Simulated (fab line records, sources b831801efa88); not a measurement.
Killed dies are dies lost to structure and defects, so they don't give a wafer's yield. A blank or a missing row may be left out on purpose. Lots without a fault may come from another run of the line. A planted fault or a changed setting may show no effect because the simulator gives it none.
A struck lot beside a sound one | flow sky130 | 17 steps out of a route of 708
Sound: wafers L504.1, L504.3, L504.6. Struck: wafer L517.6. (L517.5 of the same lot was not struck and is left out.) The cause comes at the end.
At each step with rows: each side's tool, then ch and its chambers, then its first start. Under that, the readings that differ: sound wafers | struck wafers | difference of the means | sigmas: that difference in standard deviations of wafers without a fault.
alike: readings whose means differ by less than 2 such deviations, and words and numbers that are the same on both sides. not compared: withheld readings, readings that some wafer has no value for, bounds like >300 that may hide the same value, and numbers for which the record gives no deviation and whose values overlap.
The two part at a step that has a row with sigmas, a row that says differs or no value, or rows on one side only. Numbers that don't overlap but have no deviation are shown without sigmas and don't part them. A reading that every wafer of one side lacks parts them only if that side has two wafers or more.

SKY_METAL5_SPUTTER_01: material TiN, target thk 20 nm, time 16.7 s.
  sound on pvd_sputter-02, day 45 04:16; struck on pvd_sputter-03, day 48 10:25
  alike: cathode_dc_power_W, throttle_valve_pct
SKY_METAL5_SPUTTER_02: material AlCu, target thk 1150 nm, time 61.2 s.
  sound on pvd_sputter-02, day 45 04:17; struck on pvd_sputter-03, day 48 10:26
  alike: cathode_dc_power_W, throttle_valve_pct
SKY_METAL5_SPUTTER_03: material Ti, target thk 5 nm, time 3.3 s.
  sound on pvd_sputter-02, day 45 04:20; struck on pvd_sputter-03, day 48 10:29
  alike: cathode_dc_power_W, throttle_valve_pct
SKY_METAL5_SPUTTER_04: material TiN, target thk 70 nm, time 58.3 s.
  sound on pvd_sputter-02, day 45 04:22; struck on pvd_sputter-03, day 48 10:31
  alike: cathode_dc_power_W, throttle_valve_pct
SKY_METAL5_RS_MEAS_05: measures by four-point-probe.
  sound on film_metro-02, day 45 04:25; struck on film_metro-04, day 48 10:37
  alike: METAL5_ALCU_RS
SKY_METAL5_THK_MEAS_06: measures by xrf.
  sound on film_metro-02, day 45 04:32; struck on film_metro-04, day 48 10:42
  alike: METAL5_ALCU_THK
then, 6 steps without rows for these wafers: SKY_METAL5_DEHYDRATE_07 (time 60 s); SKY_METAL5_HMDS_08 (prime time 60 s); SKY_METAL5_COAT_09 (resist thk 1800 nm); SKY_METAL5_SOFTBAKE_10 (time 60 s); SKY_METAL5_EXPOSE_11 (exposes mask MM5, target cd 1600 nm); SKY_METAL5_PEB_12.
SKY_METAL5_DEVELOP_13: develop time 60 s.
  sound on litho_track-03 ch 0, day 46 01:35; struck on litho_track-03 ch 0, day 49 03:50
  reading                | sound             | struck | difference | sigmas
  chill_plate_temp_C (C) | 23.18 23.16 22.90 | 22.81  | -0.27      | -2
SKY_METAL5_DESCUM_14: chemistry O2, time 11 s.
  sound on rie_metal-03 ch 0, day 46 01:44; struck on rie_metal-04 ch 1, day 49 03:55
  reading                     | sound          | struck | difference | sigmas
  drypump_motor_current_A (A) | 5.0 5.0 5.0    | 5.7    | +0.7       | +2
  model.METAL5.cd_nm (nm)     | 1600 1597 1600 | 1608   | +9         |
  alike: oes_product_au, rf_fwd_power_W
  not compared: rf_hours_counter_h
SKY_METAL5_METAL_ETCH_15: etches the open film in Cl2/BCl3, stops on SiO2, target depth 1260 nm, time 252 s.
  sound on rie_metal-03 ch 0, day 46 01:47; struck on rie_metal-04 ch 1, day 49 04:05
  reading                     | sound          | struck | difference | sigmas
  drypump_motor_current_A (A) | 5.0 5.0 5.0    | 5.8    | +0.8       | +2
  model.METAL5.cd_nm (nm)     | 1604 1601 1599 | 1609   | +8         |
  alike: bcl3_flow_sccm, oes_product_au, rf_fwd_power_W, throttle_valve_pct
  not compared: rf_hours_counter_h
SKY_METAL5_STRIP_16: strips in O2/N2.
  sound on plasma_asher-03 ch 0,1, day 46 02:01; struck on plasma_asher-01 ch 0, day 49 04:14
  alike: drypump_motor_current_A, oes_product_au, strip_time_to_endpoint_s
  not compared: rf_hours_counter_h
SKY_PAD_OPEN_PROBE_99:
  sound on prober-02, day 47 22:34; struck on prober-01, day 50 16:21
  reading                        | sound          | struck | difference | sigmas
  model.etest.met5.width_nm (nm) | 1602 1603 1595 | 1607   | +7         |

WHERE THEY PART
First at SKY_METAL5_DEVELOP_13; last, within this record, at SKY_METAL5_METAL_ETCH_15. Later steps at which nothing parts them and some readings are alike: SKY_METAL5_STRIP_16.

WHY: what the simulator had put in
Process parameter drift: litho_track-03, from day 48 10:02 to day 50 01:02, at SKY_METAL5_DEVELOP_13. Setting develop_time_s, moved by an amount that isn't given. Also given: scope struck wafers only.
